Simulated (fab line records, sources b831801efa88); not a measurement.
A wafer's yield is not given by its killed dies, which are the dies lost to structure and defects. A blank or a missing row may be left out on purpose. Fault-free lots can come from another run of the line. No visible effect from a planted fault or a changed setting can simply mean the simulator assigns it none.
Which of the tools did it? / flow gf180mcu / 13 lots with 39 wafers sampled at 4 steps, on a route of 602 steps

WHAT THE GAUGES SHOWED, per wafer
GF_VT_IMPLANT_TW_MEAS_10. Usual: VT_IMPLANT_TW gives 567 (standard deviation 4.3).
lot=L229; measured=day 5 21:57; on=film metro-03; VT_IMPLANT_TW=573 573 568; flag=
lot=L230; measured=day 6 04:44; on=film metro-04; VT_IMPLANT_TW=562 564 557; flag=
lot=L232; measured=day 6 16:21; on=film metro-04; VT_IMPLANT_TW=560 559 559; flag=
lot=L233; measured=day 6 21:13; on=film metro-03; VT_IMPLANT_TW=564 565 567; flag=
lot=L234; measured=day 7 07:32; on=film metro-03; VT_IMPLANT_TW=566 570 569; flag=
lot=L235; measured=day 7 13:32; on=film metro-02; VT_IMPLANT_TW=572 572 571; flag=
lot=L236; measured=day 7 18:43; on=film metro-02; VT_IMPLANT_TW=570 571 569; flag=
lot=L237; measured=day 7 22:23; on=film metro-04; VT_IMPLANT_TW=567 568 569; flag=
lot=L239; measured=day 8 11:54; on=film metro-03; VT_IMPLANT_TW=568 571 571; flag=
lot=L241; measured=day 9 01:48; on=film metro-03; VT_IMPLANT_TW=566 569 567; flag=
lot=L244; measured=day 9 19:53; on=film metro-02; VT_IMPLANT_TW=581 584 582; flag=OFF
lot=L246; measured=day 10 07:23; on=film metro-02; VT_IMPLANT_TW=588 586 586; flag=OFF
lot=L250; measured=day 11 05:13; on=film metro-02; VT_IMPLANT_TW=566 568 565; flag=

GF_CONTACT_CD_MEAS_14: the cd target is 220 nm. Usual: cd nm reads 219.8 nm (standard deviation 1.3).
lot=L229; measured=day 16 16:07; on=cd sem-01; cd nm (nm)=219.5 220.2 219.4; flag=
lot=L230; measured=day 16 19:52; on=cd sem-01; cd nm (nm)=219.3 219.1 217.7; flag=
lot=L232; measured=day 17 17:47; on=cd sem-02; cd nm (nm)=218.3 220.5 220.6; flag=
lot=L233; measured=day 17 22:04; on=cd sem-01; cd nm (nm)=218.7 220.0 220.6; flag=
lot=L234; measured=day 18 13:17; on=cd sem-02; cd nm (nm)=218.6 221.2 219.9; flag=
lot=L235; measured=day 18 23:44; on=cd sem-02; cd nm (nm)=218.9 219.6 218.5; flag=
lot=L236; measured=day 19 05:41; on=cd sem-02; cd nm (nm)=221.3 222.1 221.5; flag=
lot=L237; measured=day 19 09:44; on=cd sem-01; cd nm (nm)=220.7 219.9 217.9; flag=
lot=L239; measured=day 20 06:56; on=cd sem-01; cd nm (nm)=219.4 220.3 218.5; flag=
lot=L241; measured=day 21 00:28; on=cd sem-02; cd nm (nm)=219.6 219.5 219.2; flag=
lot=L244; measured=day 22 06:01; on=cd sem-01; cd nm (nm)=219.5 219.4 220.3; flag=
lot=L246; measured=day 22 15:50; on=cd sem-02; cd nm (nm)=218.7 219.1 218.6; flag=
lot=L250; measured=day 23 19:58; on=cd sem-01; cd nm (nm)=222.7 223.3 221.3; flag=

TOOL THAT RAN EACH LOT (tool first, then ch and the chambers of the sampled wafers, then the start)
lot=L229; GF_VT_IMPLANT_IMPLANT_08=implanter-01 ch 0, day 5 21:42; GF_VT_IMPLANT_RTA_45=rtp anneal-01 ch 0, day 7 20:37
lot=L230; GF_VT_IMPLANT_IMPLANT_08=implanter-01 ch 0, day 6 04:31; GF_VT_IMPLANT_RTA_45=rtp anneal-01 ch 0, day 8 04:10
lot=L232; GF_VT_IMPLANT_IMPLANT_08=implanter-03 ch 0, day 6 16:06; GF_VT_IMPLANT_RTA_45=rtp anneal-01 ch 0, day 8 17:04
lot=L233; GF_VT_IMPLANT_IMPLANT_08=implanter-01 ch 0, day 6 20:58; GF_VT_IMPLANT_RTA_45=rtp anneal-01 ch 0, day 8 20:29
lot=L234; GF_VT_IMPLANT_IMPLANT_08=implanter-01 ch 0, day 7 07:17; GF_VT_IMPLANT_RTA_45=rtp anneal-02 ch 0, day 9 08:19
lot=L235; GF_VT_IMPLANT_IMPLANT_08=implanter-01 ch 0, day 7 13:19; GF_VT_IMPLANT_RTA_45=rtp anneal-01 ch 0, day 9 14:26
lot=L236; GF_VT_IMPLANT_IMPLANT_08=implanter-03 ch 0, day 7 18:29; GF_VT_IMPLANT_RTA_45=rtp anneal-02 ch 0, day 9 21:17
lot=L237; GF_VT_IMPLANT_IMPLANT_08=implanter-03 ch 0, day 7 22:08; GF_VT_IMPLANT_RTA_45=rtp anneal-02 ch 0, day 10 00:25
lot=L239; GF_VT_IMPLANT_IMPLANT_08=implanter-04 ch 0, day 8 11:40; GF_VT_IMPLANT_RTA_45=rtp anneal-01 ch 0, day 10 15:29
lot=L241; GF_VT_IMPLANT_IMPLANT_08=implanter-03 ch 0, day 9 01:33; GF_VT_IMPLANT_RTA_45=rtp anneal-02 ch 0, day 11 06:16
lot=L244; GF_VT_IMPLANT_IMPLANT_08=implanter-03 ch 0, day 9 19:41; GF_VT_IMPLANT_RTA_45=rtp anneal-01 ch 0, day 12 03:28
lot=L246; GF_VT_IMPLANT_IMPLANT_08=implanter-03 ch 0, day 10 07:08; GF_VT_IMPLANT_RTA_45=rtp anneal-02 ch 0, day 12 14:44
lot=L250; GF_VT_IMPLANT_IMPLANT_08=implanter-01 ch 0, day 11 04:58; GF_VT_IMPLANT_RTA_45=rtp anneal-02 ch 0, day 13 15:27
- GF_VT_IMPLANT_IMPLANT_08
- GF_VT_IMPLANT_RTA_45: time 30 s.

WHAT THE TOOLS THEMSELVES READ (means of the sampled wafers that have a number; where no wafer has one, the mark that the record gives instead)
GF_VT_IMPLANT_IMPLANT_08. Usual: dose ions cm2 8.291e+12, standard deviation 8.9e+09; faraday current uA 46.8, standard deviation 0.97.
lot=L229; tool=implanter-01; dose ions cm2=8.299e+12; faraday current uA=46.5; flag=
lot=L230; tool=implanter-01; dose ions cm2=8.305e+12; faraday current uA=47.0; flag=
lot=L232; tool=implanter-03; dose ions cm2=8.296e+12; faraday current uA=46.6; flag=
lot=L233; tool=implanter-01; dose ions cm2=8.291e+12; faraday current uA=47.6; flag=
lot=L234; tool=implanter-01; dose ions cm2=8.290e+12; faraday current uA=45.9; flag=
lot=L235; tool=implanter-01; dose ions cm2=8.295e+12; faraday current uA=45.0; flag=
lot=L236; tool=implanter-03; dose ions cm2=8.300e+12; faraday current uA=46.0; flag=
lot=L237; tool=implanter-03; dose ions cm2=8.286e+12; faraday current uA=46.7; flag=
lot=L239; tool=implanter-04; dose ions cm2=8.290e+12; faraday current uA=47.1; flag=
lot=L241; tool=implanter-03; dose ions cm2=8.288e+12; faraday current uA=47.3; flag=
lot=L244; tool=implanter-03; dose ions cm2=9.126e+12; faraday current uA=52.7; flag=OFF
lot=L246; tool=implanter-03; dose ions cm2=9.124e+12; faraday current uA=50.3; flag=OFF
lot=L250; tool=implanter-01; dose ions cm2=8.290e+12; faraday current uA=46.4; flag=

GF_VT_IMPLANT_RTA_45. Usual: lamp power pct 39 %, standard deviation 5.3; wafer_temp_C_max 1055.8, standard deviation 2.1.
lot=L229; tool=rtp anneal-01; lamp power pct (%)=33; wafer_temp_C_max=1052.9; flag=
lot=L230; tool=rtp anneal-01; lamp power pct (%)=33; wafer_temp_C_max=1054.1; flag=
lot=L232; tool=rtp anneal-01; lamp power pct (%)=33; wafer_temp_C_max=1054.0; flag=
lot=L233; tool=rtp anneal-01; lamp power pct (%)=33; wafer_temp_C_max=1053.4; flag=
lot=L234; tool=rtp anneal-02; lamp power pct (%)=44; wafer_temp_C_max=1058.9; flag=
lot=L235; tool=rtp anneal-01; lamp power pct (%)=33; wafer_temp_C_max=1053.5; flag=
lot=L236; tool=rtp anneal-02; lamp power pct (%)=44; wafer_temp_C_max=1056.5; flag=
lot=L237; tool=rtp anneal-02; lamp power pct (%)=44; wafer_temp_C_max=1057.9; flag=
lot=L239; tool=rtp anneal-01; lamp power pct (%)=33; wafer_temp_C_max=1054.4; flag=
lot=L241; tool=rtp anneal-02; lamp power pct (%)=44; wafer_temp_C_max=1057.9; flag=
lot=L244; tool=rtp anneal-01; lamp power pct (%)=33; wafer_temp_C_max=1053.5; flag=
lot=L246; tool=rtp anneal-02; lamp power pct (%)=44; wafer_temp_C_max=1057.1; flag=
lot=L250; tool=rtp anneal-02; lamp power pct (%)=44; wafer_temp_C_max=1057.7; flag=

THE ANSWER, worked out from the rows above alone
Rule: a lot is off if the mean of its wafers that have a number lies more than 3 standard deviations from the usual mean. A lot without any number at a reading at which 4 lots or more have one is off too. Any other lot the step has rows for is counted as sound. Order of review: gauges by route order, followed by the tools' own readings, for which a lot's mean as printed above is used. The first step at which some lot is off is used, and at that step the reading that is off furthest; a lot without a number counts as furthest.
Off: L244, L246, at GF_VT_IMPLANT_TW_MEAS_10 (VT_IMPLANT_TW).
A tool fits if, at a process step before that reading, it ran every lot that is off, and no sound lot after the first of them. The gauges at GF_VT_IMPLANT_TW_MEAS_10 aren't tried: what is off there is off at GF_VT_IMPLANT_IMPLANT_08 too, on other tools, and a gauge's error can't cause that. One candidate fits, namely implanter-03 at GF_VT_IMPLANT_IMPLANT_08. Its last sound lot is L241 (day 9 01:33), its first lot that is off L244 (day 9 19:41): a fault that began between those two fits.
The tool's own readings at GF_VT_IMPLANT_IMPLANT_08 bear it out: on the lots that are off they differ by more than 5 times the standard deviation of the sound lots' means. dose ions cm2 reads 9.125e+12 there against 8.294e+12 on the sound lots; faraday current uA reads 51.5 there against 46.6 on the sound lots.

WHAT THE SIMULATOR HAD INSERTED
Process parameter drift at GF_VT_IMPLANT_IMPLANT_08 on implanter-03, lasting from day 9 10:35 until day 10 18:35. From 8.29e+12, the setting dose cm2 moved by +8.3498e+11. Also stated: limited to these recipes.
Lots struck among those shown: L244, L246. The same result came from the rule above.
